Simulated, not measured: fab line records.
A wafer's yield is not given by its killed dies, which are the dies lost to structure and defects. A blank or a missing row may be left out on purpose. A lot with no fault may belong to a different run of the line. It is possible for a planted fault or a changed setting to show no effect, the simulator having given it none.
fab line records + flow sfqLine
record
- lots=6
- wafers=18
- lastDay=75
route steps=325 shown R5@225 I5@228
lots that met no fault: from a run of the same line without faults
startH: hours from the record's first day to the start of the lot's first wafer shown + waitH: hours from the lot's prior step to this one + " unchanged from the row above + L1.1+2: a single row standing in for several wafers + - no value, or no start given + * or withheld: withheld + < > ~ a bound
route shown NAME@n: a module of which the file shows steps, and the number in the route of the first + usual: mean and standard deviation over wafers with no fault + same: alike in all rows + chamber/n: place in a boat + sites: per-site readings + _std_site: standard deviation of those values + _edge_site: mean of outer sites minus mean of inner sites + radiusMm: how far each site lies from the wafer's centre + mask NAME#n: copy n + behind: tool/chamber where the wafer was last shaped + hold: what put the lot on hold/how long, in hours/how the hold closed + device: the transistor (n, p or np) that didn't switch + end of line: the same wafers' tests at the end of the route + for a step that has no rows: nothing shown but its recipe + killed: at the first sort, the dies lost to defects and structure; wafer yield is something else + map: a wafer's dies, x killed, . not, _ none there
set.NAME: setting as actually run; set.NAME@STEP: the setting as run at that earlier step + model.NAME: the simulator's own value behind a step, which no gauge read
lots seen at some steps along the route; tables by step, rows by wafer
services: a tool's chamber out of use, with start hour (startH, from the record's first day; less than 0 if before it), hours out, and reason
## steps
# step SFQ_TRILAYER_R5_ETCH_METAL_ETCH_139
# recipe
- stopOn=SiO2
- maskMaterial=PR
- chemistry=Cl2
- targetDepthNm=60
- icpW=600
- biasW=80
- pressureMtorr=10
- timeS=40
# usual
- biasW=80.01/0.21
- drypumpMotorCurrentA=5.92/0.27
- oesProductAu=0.990/0.006
- rfFwdPowerW=592.5/2.4
| lot.wafer | tool        | chamber | startH  | waitH | biasW | drypumpMotorCurrentA | oesProductAu | rfFwdPowerW | rfHoursCounterH |
|-----------|-------------|---------|---------|-------|-------|----------------------|--------------|-------------|-----------------|
| L226.1    | rieMetal-03 | 1       | 1157.78 | 0.0   | 80.08 | 5.93                 | 0.986        | 590.8       | 108             |
| L226.3    | "           | 0       | "       | "     | 80.18 | 5.87                 | 0.991        | 591.0       | -               |
| L226.6    | "           | 0       | "       | "     | 79.87 | 5.84                 | 0.989        | 591.9       | -               |
| L227.1    | rieMetal-04 | 0       | 1180.58 | 0.0   | 80.08 | 6.44                 | 0.994        | 592.3       | 151             |
| L227.4    | "           | 1       | "       | "     | 80.13 | 5.40                 | 0.989        | 593.2       | -               |
| L227.6    | "           | 0       | "       | "     | 79.66 | 6.40                 | 0.985        | 592.8       | -               |
| L237.1    | rieMetal-04 | 0       | 1387.88 | 0.0   | 79.90 | 6.40                 | 1.001        | 592.8       | 9               |
| L237.3    | "           | 1       | "       | "     | 79.89 | 5.41                 | 0.994        | 592.8       | -               |
| L237.4    | "           | 0       | "       | "     | 79.89 | 6.37                 | 1.002        | 595.3       | -               |
| L238.2    | rieMetal-03 | 1       | 1430.43 | 0.0   | 80.07 | 5.98                 | 0.978        | 595.3       | 143             |
| L238.4    | "           | 1       | "       | "     | 79.95 | 5.97                 | 0.993        | 594.0       | -               |
| L238.6    | "           | 0       | "       | "     | 80.28 | 5.79                 | 0.996        | 587.3       | -               |
| L243.2    | rieMetal-04 | 0       | 1505.80 | 0.1   | 79.77 | 6.40                 | 0.994        | 595.3       | -               |
| L243.3    | "           | 0       | "       | "     | 79.97 | 6.40                 | 0.991        | 592.3       | -               |
| L243.6    | "           | 0       | "       | "     | 80.13 | 6.39                 | 0.994        | 594.7       | -               |
| L244.4    | rieMetal-01 | 0       | 1533.44 | 0.1   | 80.18 | 5.75                 | 0.993        | 593.5       | -               |
| L244.5    | "           | 0       | "       | "     | 80.12 | 5.75                 | 0.997        | 598.1       | -               |
| L244.6    | "           | 0       | "       | "     | 79.89 | 5.76                 | 0.990        | 596.7       | -               |
# step SFQ_TRILAYER_R5_STRIP_STRIP_140
# recipe
- gas=O2
- powerW=200
- platenTempC=40
- overashFraction=0.65
- chemistry=O2
- pressureMtorr=50
# usual
- drypumpMotorCurrentA=5.92/0.27
- oesProductAu=0.998/0.008
| lot.wafer | tool        | chamber | startH  | waitH | drypumpMotorCurrentA | oesProductAu | rfHoursCounterH |
|-----------|-------------|---------|---------|-------|----------------------|--------------|-----------------|
| L226.1    | rieMetal-03 | 1       | 1157.84 | 0.0   | 5.94                 | 0.989        | 108             |
| L226.3    | "           | 0       | "       | "     | 5.89                 | 1.000        | -               |
| L226.6    | "           | 0       | "       | "     | 5.88                 | 0.998        | -               |
| L227.1    | rieMetal-04 | 0       | 1180.64 | 0.0   | 6.39                 | 0.998        | 151             |
| L227.4    | "           | 1       | "       | "     | 5.40                 | 1.004        | -               |
| L227.6    | "           | 0       | "       | "     | 6.36                 | 0.994        | -               |
| L237.1    | rieMetal-04 | 0       | 1387.93 | 0.0   | 6.38                 | 1.010        | 9               |
| L237.3    | "           | 1       | "       | "     | 5.45                 | 1.006        | -               |
| L237.4    | "           | 0       | "       | "     | 6.38                 | 1.001        | -               |
| L238.2    | rieMetal-03 | 1       | 1430.48 | 0.0   | 5.97                 | 0.992        | 143             |
| L238.4    | "           | 1       | "       | "     | 5.97                 | 0.994        | -               |
| L238.6    | "           | 0       | "       | "     | 5.88                 | 0.999        | -               |
| L243.2    | rieMetal-04 | 0       | 1506.10 | 0.3   | 6.38                 | 0.993        | -               |
| L243.3    | "           | 0       | "       | "     | 6.41                 | 1.003        | -               |
| L243.6    | "           | 0       | "       | "     | 6.41                 | 1.004        | -               |
| L244.4    | rieMetal-01 | 0       | 1534.10 | 0.6   | 5.76                 | 0.998        | -               |
| L244.5    | "           | 0       | "       | "     | 5.76                 | 0.997        | -               |
| L244.6    | "           | 0       | "       | "     | 5.75                 | 1.007        | -               |
# step SFQ_TRILAYER_R5_STRIP_SOLV_CLEAN_141
# recipe
- chemistry=NMP
- tempC=70
- timeS=600
# step SFQ_TRILAYER_A5C_DEP_PECVD_142
# recipe
- material=SiO2
- tempC=150
- timeS=15.556
- pressureTorr=2.4
- rfW=183.3
- precursor=SiH4/N2O
- targetThkNm=70
# usual
- heaterPowerW=89/17
- rfFwdPowerW=180.1/0.98
- susceptorTempC=150.01/0.14
- throttleValvePct=25.1/1.2
| lot.wafer | tool     | chamber | startH  | waitH | heaterPowerW | rfFwdPowerW | susceptorTempC | throttleValvePct |
|-----------|----------|---------|---------|-------|--------------|-------------|----------------|------------------|
| L226.1    | pecvd-03 | 1       | 1158.61 | 0.0   | 73           | 180.9       | 150.04         | 26.5             |
| L226.3    | "        | 2       | "       | "     | 88           | 177.9       | 149.93         | 25.1             |
| L226.6    | "        | 2       | "       | "     | 89           | 178.6       | 149.84         | 24.8             |
| L227.1    | pecvd-02 | 1       | 1181.41 | 0.0   | 75           | 180.5       | 149.94         | 25.3             |
| L227.4    | "        | 0       | "       | "     | 90           | 180.3       | 150.18         | 25.6             |
| L227.6    | "        | 2       | "       | "     | 129          | 180.3       | 150.03         | 25.1             |
| L237.1    | pecvd-02 | 1       | 1388.88 | 0.0   | 85           | 180.8       | 149.97         | 25.6             |
| L237.3    | "        | 2       | "       | "     | 126          | 179.9       | 150.12         | 24.7             |
| L237.4    | "        | 1       | "       | "     | 69           | 181.5       | 149.83         | 25.5             |
| L238.2    | pecvd-02 | 2       | 1431.26 | 0.0   | 128          | 181.1       | 149.70         | 25.0             |
| L238.4    | "        | 1       | "       | "     | 77           | 180.9       | 150.29         | 25.8             |
| L238.6    | "        | 2       | "       | "     | 128          | 181.2       | 149.87         | 25.3             |
| L243.2    | pecvd-03 | 2       | 1507.29 | 0.0   | 95           | 178.7       | 149.89         | 25.0             |
| L243.3    | "        | 1       | "       | "     | 78           | 181.6       | 149.96         | 26.7             |
| L243.6    | "        | 1       | "       | "     | 78           | 181.5       | 150.08         | 26.6             |
| L244.4    | pecvd-03 | 2       | 1534.88 | 0.0   | 97           | 180.0       | 150.28         | 24.9             |
| L244.5    | "        | 0       | "       | "     | 98           | 179.1       | 149.90         | 23.7             |
| L244.6    | "        | 1       | "       | "     | 80           | 181.2       | 149.90         | 26.6             |
# step SFQ_TRILAYER_I5_LITHO_COAT_149
# recipe
- resist=BARC
- spinRpm=3000
- resistThkNm=62
# step SFQ_TRILAYER_I5_LITHO_COAT_144
# recipe
- resist=KrF
- spinRpm=3000
- resistThkNm=650
# step SFQ_TRILAYER_I5_LITHO_SOFTBAKE_148
# recipe
- tempC=withheld
- timeS=withheld
- resist=KrF
# step SFQ_TRILAYER_I5_LITHO_EXPOSE_145
# recipe
- maskId=I5
- na=0.6
- sourceShape=conventional
- sigmaOuter=0.65
- targetCdNm=700
- doseMj=21.3
# step SFQ_TRILAYER_I5_LITHO_PEB_147
# recipe
- pebTempC=115
- pebTimeS=60
- resist=KrF
# step SFQ_TRILAYER_I5_LITHO_DEVELOP_146
# recipe
- timeS=60
- resist=KrF
# step SFQ_I5_OVL_MEAS_936
# usual
- I5_OVL=2/5.8
| lot.wafer | tool       | chamber | startH  | waitH | I5_OVL[nm] |
|-----------|------------|---------|---------|-------|------------|
| L226.1    | overlay-01 | -       | 1185.46 | 0.1   | 5          |
| L226.3    | "          | -       | "       | "     | 0          |
| L226.6    | "          | -       | "       | "     | 3          |
| L227.1    | overlay-02 | -       | 1195.64 | 0.1   | -1         |
| L227.4    | "          | -       | "       | "     | -8         |
| L227.6    | "          | -       | "       | "     | 2          |
| L237.1    | overlay-01 | -       | 1419.53 | 0.1   | -8         |
| L237.3    | "          | -       | "       | "     | 0          |
| L237.4    | "          | -       | "       | "     | -7         |
| L238.2    | overlay-01 | -       | 1437.21 | 0.1   | 11         |
| L238.4    | "          | -       | "       | "     | 10         |
| L238.6    | "          | -       | "       | "     | 9          |
| L243.2    | overlay-02 | -       | 1509.57 | 0.1   | -1         |
| L243.3    | "          | -       | "       | "     | 0          |
| L243.6    | "          | -       | "       | "     | 2          |
| L244.4    | overlay-02 | -       | 1537.16 | 0.1   | -2         |
| L244.5    | "          | -       | "       | "     | 1          |
| L244.6    | "          | -       | "       | "     | -3         |
# step SFQ_TRILAYER_I5_BARC_OPEN_VIA_ETCH_200
# recipe
- maskMaterial=PR
- chemistry=O2
- targetDepthNm=125
- target=BARC
- sourceW=500
- biasW=80
- pressureMtorr=30
- timeS=41.7
# usual
- biasW=79.99/0.23
- drypumpMotorCurrentA=5.4/0.39
- oesProductAu=0.685/0.0041
- rfFwdPowerW=494.6/1.7
| lot.wafer | tool       | chamber | startH  | waitH | biasW | drypumpMotorCurrentA | oesProductAu | rfFwdPowerW | rfHoursCounterH |
|-----------|------------|---------|---------|-------|-------|----------------------|--------------|-------------|-----------------|
| L226.1    | rieDiel-04 | 2       | 1185.49 | 0.0   | 80.19 | 5.3                  | 0.687        | 497.0       | 6               |
| L226.3    | "          | 1       | "       | "     | 80.06 | 5.7                  | 0.687        | 497.3       | 12              |
| L226.6    | "          | 1       | "       | "     | 80.00 | 5.7                  | 0.684        | 497.2       | -               |
| L227.1    | rieDiel-03 | 3       | 1195.67 | 0.0   | 80.41 | 6.2                  | 0.687        | 494.1       | 9               |
| L227.4    | "          | 1       | "       | "     | 80.11 | 5.4                  | 0.690        | 495.5       | 4               |
| L227.6    | "          | 0       | "       | "     | 80.12 | 6.0                  | 0.684        | 495.6       | -               |
| L237.1    | rieDiel-04 | 0       | 1419.57 | 0.0   | 80.17 | 5.0                  | 0.689        | 497.4       | 22              |
| L237.3    | "          | 1       | "       | "     | 79.87 | 5.8                  | 0.677        | 495.9       | 15              |
| L237.4    | "          | 3       | "       | "     | 80.13 | 4.9                  | 0.684        | 496.0       | 14              |
| L238.2    | rieDiel-04 | 0       | 1437.24 | 0.0   | 80.13 | 5.0                  | 0.692        | 493.4       | 22              |
| L238.4    | "          | 2       | "       | "     | 79.93 | 5.3                  | 0.685        | 493.4       | 8               |
| L238.6    | "          | 3       | "       | "     | 80.58 | 4.9                  | 0.681        | 496.4       | -               |
| L243.2    | rieDiel-04 | 0       | 1509.60 | 0.0   | 80.24 | 5.0                  | 0.683        | 493.3       | 23              |
| L243.3    | "          | 2       | "       | "     | 80.60 | 5.3                  | 0.686        | 494.7       | 9               |
| L243.6    | "          | 2       | "       | "     | 80.01 | 5.3                  | 0.683        | 498.2       | -               |
| L244.4    | rieDiel-03 | 2       | 1537.18 | 0.0   | 80.08 | 5.5                  | 0.695        | 492.8       | 20              |
| L244.5    | "          | 1       | "       | "     | 79.76 | 5.4                  | 0.694        | 496.3       | -               |
| L244.6    | "          | 0       | "       | "     | 80.32 | 6.0                  | 0.688        | 495.3       | -               |
# step SFQ_TRILAYER_I5_ETCH_VIA_ETCH_147
# recipe
- stopOn=Nb
- maskMaterial=PR
- chemistry=CHF3
- targetDepthNm=360
- sourceW=500
- biasW=80
- pressureMtorr=30
- timeS=withheld
# usual
- biasW=79.97/0.24
- drypumpMotorCurrentA=5.4/0.39
- oesProductAu=0.990/0.0056
- rfFwdPowerW=498.4/1.4
| lot.wafer | tool       | chamber | startH  | waitH | biasW | drypumpMotorCurrentA | oesProductAu | rfFwdPowerW |
|-----------|------------|---------|---------|-------|-------|----------------------|--------------|-------------|
| L226.1    | rieDiel-04 | 2       | 1185.53 | 0.0   | 79.91 | 5.3                  | 0.988        | 500.1       |
| L226.3    | "          | 1       | "       | "     | 79.85 | 5.8                  | 0.991        | 499.2       |
| L226.6    | "          | 1       | "       | "     | 80.32 | 5.8                  | 0.985        | 497.5       |
| L227.1    | rieDiel-03 | 3       | 1195.71 | 0.0   | 80.06 | 6.2                  | 0.983        | 499.3       |
| L227.4    | "          | 1       | "       | "     | 79.58 | 5.4                  | 0.983        | 500.7       |
| L227.6    | "          | 0       | "       | "     | 80.32 | 6.0                  | 0.988        | 497.5       |
| L237.1    | rieDiel-04 | 0       | 1419.61 | 0.0   | 79.85 | 4.9                  | 0.991        | 497.0       |
| L237.3    | "          | 1       | "       | "     | 79.95 | 5.7                  | 0.992        | 497.0       |
| L237.4    | "          | 3       | "       | "     | 91.61 | 4.9                  | 0.998        | 498.7       |
| L238.2    | rieDiel-04 | 0       | 1437.28 | 0.0   | 79.76 | 5.0                  | 0.996        | 496.8       |
| L238.4    | "          | 2       | "       | "     | 79.83 | 5.4                  | 0.993        | 498.5       |
| L238.6    | "          | 3       | "       | "     | 91.88 | 4.9                  | 0.998        | 499.0       |
| L243.2    | rieDiel-04 | 0       | 1509.64 | 0.0   | 79.89 | 4.9                  | 0.993        | 499.6       |
| L243.3    | "          | 2       | "       | "     | 80.21 | 5.3                  | 0.995        | 497.8       |
| L243.6    | "          | 2       | "       | "     | 79.70 | 5.3                  | 0.991        | 500.0       |
| L244.4    | rieDiel-03 | 2       | 1537.22 | 0.0   | 79.83 | 5.5                  | 0.985        | 498.2       |
| L244.5    | "          | 1       | "       | "     | 80.24 | 5.4                  | 0.992        | 500.8       |
| L244.6    | "          | 0       | "       | "     | 79.96 | 6.0                  | 1.000        | 496.7       |
# step SFQ_TRILAYER_I5_STRIP_STRIP_148
# recipe
- gas=O2
- powerW=200
- platenTempC=40
- overashFraction=0.65
- chemistry=O2
- pressureMtorr=50
# usual
- drypumpMotorCurrentA=5.9/0.34
- oesProductAu=0.997/0.0085
| lot.wafer | tool        | chamber | startH  | waitH | drypumpMotorCurrentA | oesProductAu | rfHoursCounterH |
|-----------|-------------|---------|---------|-------|----------------------|--------------|-----------------|
| L226.1    | rieMetal-04 | 0       | 1185.68 | -     | 6.4                  | 1.008        | 152             |
| L226.3    | "           | 1       | "       | "     | 5.4                  | 1.002        | -               |
| L226.6    | "           | 0       | "       | "     | 6.4                  | 1.001        | -               |
| L227.1    | rieMetal-02 | 0       | 1195.86 | -     | 5.6                  | 0.986        | 11              |
| L227.4    | "           | 1       | "       | "     | 6.2                  | 1.001        | -               |
| L227.6    | "           | 1       | "       | "     | 6.2                  | 0.998        | -               |
| L237.1    | rieMetal-04 | 0       | 1419.76 | -     | 6.4                  | 0.997        | 13              |
| L237.3    | "           | 0       | "       | "     | 6.4                  | 1.004        | -               |
| L237.4    | "           | 1       | "       | "     | 5.4                  | 1.012        | -               |
| L238.2    | rieMetal-02 | 0       | 1437.63 | -     | 5.6                  | 0.990        | -               |
| L238.4    | "           | 0       | "       | "     | 5.6                  | 0.986        | -               |
| L238.6    | "           | 0       | "       | "     | 5.6                  | 0.977        | -               |
| L243.2    | rieMetal-01 | 0       | 1509.79 | -     | 5.8                  | 0.997        | 98              |
| L243.3    | "           | 1       | "       | "     | 5.8                  | 0.991        | -               |
| L243.6    | "           | 1       | "       | "     | 5.8                  | 0.987        | -               |
| L244.4    | rieMetal-04 | 0       | 1537.97 | -     | 6.4                  | 1.000        | -               |
| L244.5    | "           | 0       | "       | "     | 6.4                  | 1.002        | -               |
| L244.6    | "           | 0       | "       | "     | 6.4                  | 0.997        | -               |
## services
| tool        | chamber | startH  | hours | kind   |
|-------------|---------|---------|-------|--------|
| rieDiel-03  | -       | 1157.81 | 0.5   | repair |
| rieMetal-03 | -       | 1169.47 | 1.4   | pm     |
| rieDiel-04  | -       | 1211.96 | 0.7   | repair |
| rieDiel-04  | 2       | 1213.16 | 17.4  | repair |
| rieDiel-04  | 3       | 1214.37 | 4.0   | repair |
| rieDiel-04  | 0       | 1226.44 | 3.1   | repair |
| rieDiel-03  | 2       | 1236.31 | 25.4  | repair |
| rieDiel-03  | 0       | 1244.10 | 8.5   | repair |
| rieDiel-04  | 2       | 1246.18 | 4.0   | repair |
| rieMetal-04 | 1       | 1279.06 | 11.9  | repair |
| rieDiel-04  | 1       | 1281.37 | 2.3   | repair |
| rieDiel-04  | -       | 1288.21 | 28.1  | pm     |
| rieDiel-03  | -       | 1311.69 | 2.8   | pm     |
| rieDiel-04  | 2       | 1321.15 | 9.3   | repair |
| rieMetal-04 | 1       | 1325.43 | 10.2  | repair |
| rieDiel-04  | 1       | 1325.63 | 9.0   | repair |
| rieMetal-04 | -       | 1333.39 | 0.3   | repair |
| rieDiel-04  | 2       | 1365.51 | 2.5   | repair |
| rieDiel-04  | 3       | 1384.00 | 4.3   | repair |
| rieDiel-04  | -       | 1426.57 | 2.8   | pm     |
| rieDiel-04  | 1       | 1440.80 | 9.6   | repair |
| rieDiel-04  | 2       | 1441.82 | 3.4   | repair |
| rieMetal-04 | 1       | 1466.23 | 96.7  | repair |
| rieMetal-04 | -       | 1522.13 | 2.8   | pm     |
## key
firstSign
- step=SFQ_TRILAYER_I5_ETCH_VIA_ETCH_147
- reading=biasW
- direction=up
- sigmas=49
- usual=79.97
- struck=91.74
effect none on later readings
metAt SFQ_TRILAYER_I5_ETCH_VIA_ETCH_147
struckWafers L237.4,L238.6
fault
- kind=processParameterDrift
- tool=rieDiel-04
- chamber=3
- onsetH=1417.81
- steps=SFQ_TRILAYER_I5_ETCH_VIA_ETCH_147
- channel=biasW
- offset=11.921
- shape=step
- endH=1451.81
- actsIn=theseRecipesOnly
- stated=80
